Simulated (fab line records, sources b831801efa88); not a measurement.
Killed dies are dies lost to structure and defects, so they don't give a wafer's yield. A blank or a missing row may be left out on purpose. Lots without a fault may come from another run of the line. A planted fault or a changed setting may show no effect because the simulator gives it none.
Split-lot experiment | flow gf180mcu | 4 lots, 18 wafers read, on a route of 602 steps

THE SPLIT
At GF_M4_COAT_09 (resist thk 1000 nm), the setting resist_thk_nm was moved away from the recipe's 1000 nm on 8 of the 18 wafers read, by +2.6% to +4.7%. The other wafers ran this setting at the recipe's value.

The reading is taken at the split's own step.

THE READING
KrF_of_M4_COAT_09.thk_nm (the simulator's own value, which no gauge read), in nm, at GF_M4_COAT_09 (resist thk 1000 nm). The file gives no usual value for it. The 10 wafers here that ran the recipe average 1000.6 nm, standard deviation 2.4 nm.

wafer  | tool, chamber at the split | resist_thk_nm as run, nm | against the recipe | KrF_of_M4_COAT_09.thk_nm, nm | against lot-mates on the recipe
L074.1 | litho_track-02, 0          | 1000                     | recipe             | 1003                         | -
L074.2 | litho_track-02, 0          | 1043                     | +4.3%              | 1045                         | +43.6
L074.3 | litho_track-02, 0          | 1043                     | +4.3%              | 1048                         | +46.6
L074.5 | litho_track-02, 0          | 1000                     | recipe             | 999.7                        | -
L074.6 | litho_track-02, 0          | 1043                     | +4.3%              | 1043                         | +41.6
L075.2 | litho_track-01, 0          | 1000                     | recipe             | 999                          | -
L075.4 | litho_track-01, 0          | 1000                     | recipe             | 1004                         | -
L075.5 | litho_track-01, 0          | 1000                     | recipe             | 997.9                        | -
L082.2 | litho_track-01, 0          | 1026                     | +2.6%              | 1026                         | +23.7
L082.3 | litho_track-01, 0          | 1000                     | recipe             | 1002                         | -
L082.4 | litho_track-01, 0          | 1000                     | recipe             | 1004                         | -
L082.5 | litho_track-01, 0          | 1026                     | +2.6%              | 1027                         | +24.7
L082.6 | litho_track-01, 0          | 1000                     | recipe             | 1001                         | -
L085.1 | litho_track-02, 0          | 1000                     | recipe             | 997.5                        | -
L085.2 | litho_track-02, 0          | 1047                     | +4.7%              | 1043                         | +45.4
L085.3 | litho_track-02, 0          | 1047                     | +4.7%              | 1046                         | +48.4
L085.5 | litho_track-02, 0          | 1047                     | +4.7%              | 1045                         | +47.4
L085.6 | litho_track-02, 0          | 1000                     | recipe             | 997.8                        | -

THE FIT
A straight line over all 18 wafers: KrF_of_M4_COAT_09.thk_nm changes by +9.84 nm for each +1% of resist_thk_nm; r = +0.99; the points scatter about the line by 2.6 nm.
The same after taking each lot's own level away (the mean of its wafers on the recipe; 18 wafers): +10.1 nm for each +1%; r = +1.00; scatter 1.9 nm.
On that fit, the largest move of resist_thk_nm shifts the reading by 47 nm.
The lots' own levels span 997.65 to 1002.33 nm, that is 1.9 times the standard deviation above.
So the lot-to-lot level changes the slope little: the two slopes agree.
Check: with one of the wafers moved furthest among these (+4.7%) left out of the fit, the line predicts +47.5 nm for it against its lot-mates. It came out at +45.4 nm against them.

OTHER SPLITS ON THESE WAFERS
These wafers also went through other splits before the reading. Each is held against what the fit with the lots' levels taken away leaves over:
other split on the same wafers       | wafers away from the commonest value | r with KrF_of_M4_COAT_09.thk_nm (lot level and that fit taken away)
GF_M4_SPUTTER_00 chamber_pressure_pa | 10                                   | +0.16

THE WHOLE CHAIN: every reading that the file lists as answering this split, in the file's order
step                | what it does                                                                         | reading                                                                   | change (the file's fit)                                                             | r (the file's)
GF_M4_COAT_09       | resist thk 1000 nm                                                                   | KrF_of_M4_COAT_09.thk_nm (the simulator's own value, which no gauge read) | +10 nm for each +1% of the setting                                                  | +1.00
GF_M4_STRIP_17      | strips in O2/N2                                                                      | strip_time_to_endpoint_s                                                  | withheld for each +1% of the setting                                                | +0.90
GF_M4_METAL_ETCH_16 | etches the open film in Cl2/BCl3, stops on SiO2, target depth 627.5 nm, time 104.6 s | KrF_of_M4_COAT_09.thk_nm (the simulator's own value, which no gauge read) | +9.75 nm for each +1% of the setting, in a fit together with icp_w@M4_METAL_ETCH_16 | 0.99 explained

THE FILE'S OWN FIT
KrF_of_M4_COAT_09.thk_nm changes by +10 nm for each +1% of resist_thk_nm, r = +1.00.
